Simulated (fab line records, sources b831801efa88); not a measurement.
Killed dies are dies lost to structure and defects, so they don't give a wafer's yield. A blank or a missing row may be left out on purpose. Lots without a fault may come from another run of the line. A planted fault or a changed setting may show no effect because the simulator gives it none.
A struck lot beside a sound one | flow sky130 | 38 steps out of a route of 708
Sound: wafers L195.2, L195.3, L195.5. Struck: wafers L197.1, L197.6. (L197.4 of the same lot was not struck and is left out.) The cause comes at the end.
At each step with rows: each side's tool, then ch and its chambers, then its first start. Under that, the readings that differ: sound wafers | struck wafers | difference of the means | sigmas: that difference in standard deviations of wafers without a fault.
alike: readings whose means differ by less than 2 such deviations, and words and numbers that are the same on both sides. not compared: withheld readings, readings that some wafer has no value for, bounds like >300 that may hide the same value, and numbers for which the record gives no deviation and whose values overlap.
The two part at a step that has a row with sigmas, a row that says differs or no value, or rows on one side only. Numbers that don't overlap but have no deviation are shown without sigmas and don't part them. A reading that every wafer of one side lacks parts them only if that side has two wafers or more.

first, 9 steps without rows for these wafers: SKY_VIA3_SPUTTER_20 (material TiN, target thk 20 nm, time 80 s); SKY_VIA3_CVD_21 (deposits W, target thk 390 nm, time 117.31 s); SKY_VIA3_CMP_24 (polishes, stops on SiO2, t overpolish 20 s, target thk 0 nm); SKY_METAL4_SPUTTER_00 (material Ti, target thk 15 nm, time 10 s); SKY_METAL4_SPUTTER_01 (material TiN, target thk 20 nm, time 16.7 s); SKY_METAL4_SPUTTER_02 (material AlCu, target thk 735 nm, time 39.1 s); SKY_METAL4_SPUTTER_03 (material Ti, target thk 5 nm, time 3.3 s); SKY_METAL4_SPUTTER_04 (material TiN, target thk 70 nm, time 58.3 s); SKY_CAP2M_CVD_00 (deposits SiO2, target thk 15.5 nm).
SKY_CAP2M_SPUTTER_02: material TiN, target thk 200 nm, time 166.7 s.
  sound on pvd_sputter-01, day 41 16:56; struck on pvd_sputter-01, day 42 01:44
  reading                                   | sound             | struck      | difference | sigmas
  model.TiN_of_CAP2M_SPUTTER_02.thk_nm (nm) | 202.5 199.8 203.1 | 144.5 139.3 | -59.9      |
  alike: throttle_valve_pct
SKY_CAP2M_RS_MEAS_03: measures by four-point-probe.
  sound on film_metro-04, day 41 17:04; struck on film_metro-01, day 42 01:50
  reading               | sound          | struck     | difference | sigmas
  CAP2M_TIN_RS (ohm/sq) | 6.85 6.93 6.83 | 9.65 10.04 | +2.97      | +27
SKY_CAP2M_THK_MEAS_04: measures by xrf.
  sound on film_metro-04, day 41 17:10; struck on film_metro-01, day 42 01:58
  reading            | sound       | struck  | difference | sigmas
  CAP2M_TIN_THK (nm) | 202 201 204 | 145 140 | -60        | -19
then, 7 steps without rows for these wafers: SKY_CAP2M_DEHYDRATE_05 (time 60 s); SKY_CAP2M_HMDS_06 (prime time 60 s); SKY_CAP2M_COAT_07 (resist thk 1140 nm); SKY_CAP2M_SOFTBAKE_08 (time 60 s); SKY_CAP2M_EXPOSE_09 (exposes mask CAP2M, target cd 1000 nm); SKY_CAP2M_PEB_10; SKY_CAP2M_DEVELOP_11 (develop time 60 s).
SKY_CAP2M_METAL_ETCH_13: etches TiN in Cl2/BCl3, stops on SiO2, target depth 220 nm, time 62.9 s.
  sound on rie_metal-04 ch 0,1, day 42 16:27; struck on rie_metal-02 ch 1, day 43 00:37
  reading                | sound                | struck        | difference | sigmas
  oes_product_au (a.u.)  | 0.946 0.946 0.946    | 0.787 0.769   | -0.168     | -17
  throttle_valve_pct (%) | 21.898 21.909 21.902 | 22.012 22.007 | +0.107     | +10
  alike: drypump_motor_current_A, rf_fwd_power_W
  not compared: rf_hours_counter_h
then, 16 steps without rows for these wafers: SKY_CAP2M_STRIP_14 (strips in O2/N2); SKY_CAP2M_STRIP_15 (strips in post etch residue remover, time 1200 s); SKY_CAP2M_CLEAN_16 (cleans in IPA, time 180 s); SKY_CAP2M_CLEAN_17 (cleans in O3/DIW); SKY_METAL4_DEHYDRATE_05 (time 60 s); SKY_METAL4_HMDS_06 (prime time 60 s); SKY_METAL4_COAT_07 (resist thk 60 nm); SKY_METAL4_COAT_08 (resist thk 1140 nm); SKY_METAL4_SOFTBAKE_09 (time 90 s); SKY_METAL4_EXPOSE_10 (exposes mask MM4, target cd 300 nm); SKY_METAL4_PEB_11; SKY_METAL4_DEVELOP_12 (develop time 60 s); SKY_METAL4_DESCUM_15 (chemistry O2, time 8 s); SKY_METAL4_ETCH_16 (etches BARC in N2/H2, stops on SiO2, time 88.2 s, target depth 60 nm); SKY_METAL4_ETCH_17 (etches SiO2 in C4F8/O2/Ar, stops on TiN, time 3.9 s, target depth 15 nm); SKY_METAL4_METAL_ETCH_18 (etches the open film in Cl2/BCl3, stops on SiO2, target depth 845 nm, time 183.1 s).
SKY_METAL4_STRIP_20: strips in post etch residue remover, time 1200 s.
  sound on wet_bench-02 ch 0, day 43 16:30; struck on wet_bench-02 ch 2, day 44 01:00
  reading                                   | sound             | struck      | difference | sigmas
  model.TiN_of_CAP2M_SPUTTER_02.thk_nm (nm) | 201.6 198.9 202.2 | 143.7 138.5 | -59.8      |
-- the record jumps here: 4 days lie between the struck wafers' starts before and after (it left off in module METAL4 and takes up again in module PAD_OPEN, whose first step shown is number 708 of the route) --
SKY_PAD_OPEN_PROBE_99:
  sound on prober-01, day 47 11:23; struck on prober-01, day 47 19:56
  reading                               | sound             | struck        | difference | sigmas
  model.etest.cap_mim2.plate_ohm_sq     | 5.965 6.025 5.966 | 8.323 8.571   | +2.462     |
  model.etest.cap_mim2.bv_v (V)         | 13.92 13.45 14.53 | 11.99 12.02   | -1.96      |
  model.etest.cap_mim2.leak_log10_a_cm2 | -9.017 -8.93 -9   | -8.249 -8.184 | +0.766     |
  alike: defect_limited_yield, killed_at_M0_to_M3, killed_at_M4_up, killed_at_contacts, killed_at_front_end, killed_at_other, killed_dies, killed_on_rim, killed_open, killed_short, sort_bin_3_pad_short, sort_bin_5_function, sort_bin_6_memory, sort_n_pass, sort_yield_pct

WHERE THEY PART
First at SKY_CAP2M_RS_MEAS_03; last, within this record, at SKY_CAP2M_METAL_ETCH_13. Later steps at which nothing parts them and some readings are alike: SKY_PAD_OPEN_PROBE_99.

WHY: what the simulator had put in
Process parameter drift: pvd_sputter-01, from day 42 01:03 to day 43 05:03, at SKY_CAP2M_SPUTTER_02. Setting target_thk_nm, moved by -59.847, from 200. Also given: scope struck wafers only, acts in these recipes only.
